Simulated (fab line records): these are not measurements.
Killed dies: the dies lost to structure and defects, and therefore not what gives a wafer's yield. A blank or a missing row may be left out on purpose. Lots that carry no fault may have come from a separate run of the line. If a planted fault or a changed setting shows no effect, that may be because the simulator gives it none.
A single fault, viewed from 2 desks	flow sky130	what lay behind the numbers comes last; until then each desk has only its own

## AT THE METROLOGY DESK
What the gauges read for every lot (on any tool): the sampled wafers with a number, averaged. A lot is out of limits, marked OUT, if its mean lies more than 4 standard deviations from the usual mean; the brackets give that distance.
Columns: A = cd-nm at SKY_SONOS_ONO_CD_MEAS_13, usual 410.7 nm; B = LDD_N_OVL at SKY_LDD_N_OVL_MEAS_07, usual -0.6 nm; C = LDD_N_TW at SKY_LDD_N_TW_MEAS_17, usual 2578
lot	first seen here	A	B	C
L382	day 13 11:25	412.7	0.2	2581
L384	day 13 15:35	410.3	1.4	2554
L383	day 13 16:52	408.2	-1.4	2585
L385	day 14 04:09	412.8	-2.8	2555
L386	day 14 11:01	413.1	-1.4	2576
L392	day 16 09:37	413.2	-1.6	2446 (-5.5) OUT
L393	day 16 19:04	413.0	-1.3	2461 (-4.9) OUT
L395	day 18 04:15	407.2	1.2	2438 (-5.8) OUT
L397	day 18 17:30	409.5	0.0	2594
L399	day 19 05:32	411.0	-0.1	2586
L398	day 19 08:50	412.2	0.0	2527
L400	day 19 17:35	409.2	-0.6	2611
L401	day 19 22:25	410.8	-1.3	2610
L402	day 20 17:08	410.4	-0.9	2571
L403	day 20 17:44	410.4	-0.8	2532
Finding of this desk: L392, L393, L395 out of limits, first seen on L392 at day 21 19:56 (LDD_N_TW at SKY_LDD_N_TW_MEAS_17). Within limits: L382, L384, L383, L385, L386, L397, L399, L398, L400, L401, L402, L403.

## DESK OF THE TOOL OWNER: implanter-02
SKY_LDD_N_IMPLANT_11, tool's own readings: per-lot mean of the sampled wafers with a number, covering each lot this tool ran. A lot is out of limits, marked OUT, if its mean lies more than 4 standard deviations from the usual mean; the brackets give that distance.
Columns: A = beam-energy-keV at SKY_LDD_N_IMPLANT_11, usual 19.999; B = beam-on-s at SKY_LDD_N_IMPLANT_11, usual 10.01 s
lot	first seen here	A	B
L382	day 18 16:13	20.005	9.73
L383	day 19 12:25	19.996	9.97
L398	day 24 21:35	20.006	9.99
Finding of this desk: none of the 3 lots has anything out of limits.

## ALL TOGETHER
L392, L393, L395 would have let the metrology desk raise an alarm at day 21 19:56.
The tool owner's desk saw nothing out of limits.
The tool owner's desk has no number on record for L392, L393, L395.
The lots listed all ran SKY_LDD_N_IMPLANT_11 on implanter-02.

## WHAT THE SIMULATOR PUT IN
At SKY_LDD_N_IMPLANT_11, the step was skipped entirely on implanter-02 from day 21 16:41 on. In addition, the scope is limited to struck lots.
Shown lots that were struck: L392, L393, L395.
Delay in hours, fault start to first out-of-limits reading, per desk: metrology desk 3.
